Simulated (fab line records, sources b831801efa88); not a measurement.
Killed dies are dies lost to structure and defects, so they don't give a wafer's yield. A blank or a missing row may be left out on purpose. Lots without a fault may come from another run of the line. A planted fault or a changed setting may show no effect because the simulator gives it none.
A struck lot beside a sound one | flow sfq_line | 42 steps out of a route of 325
Sound: wafers L849.1, L849.3, L849.5. Struck: wafers L861.2, L861.4, L861.5. The cause comes at the end.
At each step with rows: each side's tool, then ch and its chambers, then its first start. Under that, the readings that differ: sound wafers | struck wafers | difference of the means | sigmas: that difference in standard deviations of wafers without a fault.
alike: readings whose means differ by less than 2 such deviations, and words and numbers that are the same on both sides. not compared: withheld readings, readings that some wafer has no value for, bounds like >300 that may hide the same value, and numbers for which the record gives no deviation and whose values overlap.
The two part at a step that has a row with sigmas, a row that says differs or no value, or rows on one side only. Numbers that don't overlap but have no deviation are shown without sigmas and don't part them. A reading that every wafer of one side lacks parts them only if that side has two wafers or more.

first, 6 steps without rows for these wafers: SFQ_TRILAYER_I3_VIA_LITHO_COAT_090 (resist thk 62 nm); SFQ_TRILAYER_I3_VIA_LITHO_COAT_085 (resist thk 650 nm); SFQ_TRILAYER_I3_VIA_LITHO_SOFTBAKE_089; SFQ_TRILAYER_I3_VIA_LITHO_EXPOSE_086 (exposes mask I3, target cd 500 nm); SFQ_TRILAYER_I3_VIA_LITHO_PEB_088 (peb time 60 s); SFQ_TRILAYER_I3_VIA_LITHO_DEVELOP_087 (time 60 s).
SFQ_I3_OVL_MEAS_923:
  sound on overlay-02, day 50 20:17; struck on overlay-02, day 52 12:02
  alike: I3_OVL
then, 2 steps without rows for these wafers: SFQ_TRILAYER_I3_VIA_BARC_OPEN_VIA_ETCH_121 (etches BARC in O2, target depth 125 nm, time 41.7 s); SFQ_TRILAYER_I3_VIA_ETCH_VIA_ETCH_088 (etches SiO2 in CHF3, stops on Nb, target depth 260 nm).
SFQ_TRILAYER_I3_VIA_STRIP_STRIP_089: strips in O2.
  sound on rie_metal-04 ch 0,1, day 50 20:29; struck on rie_metal-04 ch 0,1, day 52 12:13
  alike: chamber_pressure_mTorr, drypump_motor_current_A, oes_product_au
  not compared: rf_hours_counter_h
then, 2 steps without rows for these wafers: SFQ_TRILAYER_I3_VIA_STRIP_SOLV_CLEAN_090 (cleans in NMP, time 600 s); SFQ_TRILAYER_M4_DEP_PRE_CLEAN_092 (time 22.5 s).
SFQ_TRILAYER_M4_DEP_SPUTTER_091: material Nb, target thk 200 nm, time 133.3 s.
  sound on pvd_sputter-06, day 50 21:17; struck on pvd_sputter-03, day 52 13:01
  reading                                             | sound                | struck               | difference | sigmas
  cathode_dc_power_W (W)                              | 2000.0 2000.5 1999.5 | 2206.6 2205.5 2205.6 | +205.9     | +99 or more
  model.Nb_of_TRILAYER_M4_DEP_SPUTTER_091.thk_nm (nm) | 200.2 203 202.8      | 218.2 218.6 221      | +17.3      |
  alike: chamber_pressure_pa, resputter_cathode_voltage_v, throttle_valve_pct
SFQ_M4_RS_MEAS_924: measures by four-point-probe.
  sound on film_metro-04, day 50 21:23; struck on film_metro-02, day 52 13:07
  reading           | sound             | struck            | difference | sigmas
  M4_NB_RS (ohm/sq) | 0.887 0.879 0.877 | 0.817 0.813 0.805 | -0.069     | -6
then, 6 steps without rows for these wafers: SFQ_TRILAYER_M4_LITHO_COAT_098 (resist thk 62 nm); SFQ_TRILAYER_M4_LITHO_COAT_093 (resist thk 600 nm); SFQ_TRILAYER_M4_LITHO_SOFTBAKE_097; SFQ_TRILAYER_M4_LITHO_EXPOSE_094 (exposes mask M4, target cd 500 nm); SFQ_TRILAYER_M4_LITHO_PEB_096 (peb time 60 s); SFQ_TRILAYER_M4_LITHO_DEVELOP_095 (time 60 s).
-- the record jumps here: 5 days lie between the struck wafers' starts before and after --
SFQ_M4_OVL_MEAS_926:
  sound on overlay-01, day 55 13:36; struck on overlay-02, day 57 08:49
  alike: M4_OVL
SFQ_TRILAYER_M4_BARC_OPEN_METAL_ETCH_123: etches BARC in O2, target depth 125 nm, time 41.7 s.
  sound on rie_metal-03 ch 0, day 55 13:38; struck on rie_metal-02 ch 0,1, day 57 08:50
  alike: chamber_pressure_mTorr, drypump_motor_current_A, oes_product_au
  not compared: rf_hours_counter_h
SFQ_TRILAYER_M4_ETCH_METAL_ETCH_096: etches Nb in Cl2/Ar, stops on SiO2, target depth 240 nm, time 120 s.
  sound on rie_metal-03 ch 0, day 55 13:46; struck on rie_metal-02 ch 0,1, day 57 08:54
  reading               | sound             | struck            | difference | sigmas
  oes_product_au (a.u.) | 0.892 0.892 0.889 | 0.942 0.935 0.949 | +0.051     | +6
  alike: chamber_pressure_mTorr, drypump_motor_current_A
  not compared: rf_hours_counter_h
SFQ_TRILAYER_M4_STRIP_STRIP_097: strips in O2.
  sound on rie_metal-03 ch 0, day 55 14:01; struck on rie_metal-02 ch 0,1, day 57 09:02
  alike: chamber_pressure_mTorr, drypump_motor_current_A, oes_product_au
  not compared: rf_hours_counter_h
then, 3 steps without rows for these wafers: SFQ_TRILAYER_M4_STRIP_SOLV_CLEAN_098 (cleans in NMP, time 600 s); SFQ_TRILAYER_I4_DEP_PECVD_099 (deposits SiO2 from SiH4/N2O, time 111.11 s, target thk 500 nm); SFQ_TRILAYER_I4_CMP_CMP_100 (polishes SiO2).
SFQ_I4_BOW_MEAS_927:
  sound on film_metro-03, day 56 12:13; struck on film_metro-04, day 57 16:10
  alike: I4_BOW
SFQ_TRILAYER_I4_METRO_MEASURE_101:
  sound on film_metro-03, day 56 12:20; struck on film_metro-04, day 57 16:28
  alike: thk_nm
then, 6 steps without rows for these wafers: SFQ_TRILAYER_I4_VIA_LITHO_COAT_108 (resist thk 62 nm); SFQ_TRILAYER_I4_VIA_LITHO_COAT_103 (resist thk 650 nm); SFQ_TRILAYER_I4_VIA_LITHO_SOFTBAKE_107; SFQ_TRILAYER_I4_VIA_LITHO_EXPOSE_104 (exposes mask I4, target cd 700 nm); SFQ_TRILAYER_I4_VIA_LITHO_PEB_106 (peb time 60 s); SFQ_TRILAYER_I4_VIA_LITHO_DEVELOP_105 (time 60 s).
-- the record jumps here: 6 days lie between the struck wafers' starts before and after --
SFQ_I4_OVL_MEAS_928:
  sound on overlay-01, day 57 00:02; struck on overlay-02, day 63 20:07
  alike: I4_OVL
SFQ_TRILAYER_I4_VIA_BARC_OPEN_VIA_ETCH_146: etches BARC in O2, target depth 125 nm, time 41.7 s.
  sound on rie_diel-03 ch 1,2, day 57 00:04; struck on rie_diel-01 ch 0,1,2, day 63 20:08
  alike: chamber_pressure_mTorr, drypump_motor_current_A, oes_product_au
  not compared: rf_hours_counter_h
then, 4 steps without rows for these wafers: SFQ_TRILAYER_I4_VIA_ETCH_VIA_ETCH_106 (etches SiO2 in CHF3, stops on Nb, target depth 260 nm); SFQ_TRILAYER_I4_VIA_STRIP_STRIP_107 (strips in O2); SFQ_TRILAYER_I4_VIA_STRIP_SOLV_CLEAN_108 (cleans in NMP, time 600 s); SFQ_TRILAYER_JJ_TRILAYER_DEP_PRE_CLEAN_113 (time 22.5 s).
-- the record jumps here: 32 days lie between the struck wafers' starts before and after --
SFQ_M8_BOW_MEAS_951:
  sound on film_metro-03, day 89 13:09; struck on film_metro-01, day 95 16:38
  reading                 | sound              | struck               | difference | sigmas
  model.etest.m4.ohm_um   | 1.79 1.766 1.766   | 1.641 1.638 1.621    | -0.141     |
  model.etest.i3.link_ohm | 1.985 1.954 1.972  | 1.883 1.889 1.883    | -0.085     |
  model.etest.i4.link_ohm | 2.184 2.151 2.163  | 2.097 2.103 2.097    | -0.067     |
  model.etest.m4.ohm_sq   | 0.89 0.8775 0.8786 | 0.8164 0.8148 0.8063 | -0.0695    |
  alike: M8_BOW

WHERE THEY PART
First at SFQ_TRILAYER_M4_DEP_SPUTTER_091; last, within this record, at SFQ_TRILAYER_M4_ETCH_METAL_ETCH_096. Later steps at which nothing parts them and some readings are alike: SFQ_TRILAYER_M4_STRIP_STRIP_097, SFQ_I4_BOW_MEAS_927, SFQ_TRILAYER_I4_METRO_MEASURE_101, SFQ_I4_OVL_MEAS_928, SFQ_TRILAYER_I4_VIA_BARC_OPEN_VIA_ETCH_146, SFQ_M8_BOW_MEAS_951.

WHY: what the simulator had put in
Process parameter drift: pvd_sputter-03, from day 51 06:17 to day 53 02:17, at SFQ_TRILAYER_M4_DEP_SPUTTER_091. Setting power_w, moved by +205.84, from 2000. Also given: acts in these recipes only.
